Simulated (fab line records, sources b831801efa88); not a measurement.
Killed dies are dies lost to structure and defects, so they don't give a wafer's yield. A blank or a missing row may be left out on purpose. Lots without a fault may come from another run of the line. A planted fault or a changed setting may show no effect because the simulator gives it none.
Which tool did it? | flow gf180mcu | 6 lots, 18 wafers sampled, at 2 steps of a route of 602

WHAT THE GAUGES READ, wafer by wafer
GF_CONTACT_THK_MEAS_03.
lot  | measured     | on            | CONTACT_CVD_02_THK (nm)
L325 | day 16 09:14 | film_metro-02 | 842 850 856
L327 | day 17 05:28 | film_metro-04 | 847 885 868
L329 | day 18 02:53 | film_metro-03 | 844 1269 854
L339 | day 21 20:10 | film_metro-03 | 866 882 865
L341 | day 22 12:35 | film_metro-03 | 842 845 856
L343 | day 23 03:37 | film_metro-04 | 869 882 868

WHICH TOOL RAN EACH LOT (tool, then ch and the chambers of the sampled wafers, then the start)
lot  | GF_CONTACT_CVD_02
L325 | pecvd-04 ch 0,1,2, day 16 09:10
L327 | pecvd-04 ch 0,1,2, day 17 05:23
L329 | pecvd-04 ch 0,1, day 18 02:47
L339 | pecvd-04 ch 0,1,2, day 21 20:05
L341 | pecvd-04 ch 0,2, day 22 12:31
L343 | pecvd-04 ch 0,1, day 23 03:31
- GF_CONTACT_CVD_02: deposits SiO2 from TEOS, target thk 860 nm, time 95.992 s.

THE ANSWER, worked out from the rows above alone
Rule: what is usual is taken from the lots themselves. Put in order of their means at a reading, lots are off if they are a third of the lots or fewer, leave a main group of 4 or more, and stand apart from it by a gap of 3 or more times the standard deviation of the main group's means; of several such gaps the widest counts. A main group whose means are all the same, to the digits that the tables above print for the reading, isn't used. A lot without any number at a reading at which 4 lots or more have one is off too. The other lots that the step has rows for count as sound.
Off: L329, at GF_CONTACT_THK_MEAS_03 (CONTACT_CVD_02_THK). The main group: mean 862 nm, standard deviation 11.
A tool fits if, at a process step before that reading, it ran every lot that is off, and no sound lot after the first of them. The gauges at GF_CONTACT_THK_MEAS_03 are tried like those tools. None of those tried fits.

WHAT THE SIMULATOR HAD PUT IN
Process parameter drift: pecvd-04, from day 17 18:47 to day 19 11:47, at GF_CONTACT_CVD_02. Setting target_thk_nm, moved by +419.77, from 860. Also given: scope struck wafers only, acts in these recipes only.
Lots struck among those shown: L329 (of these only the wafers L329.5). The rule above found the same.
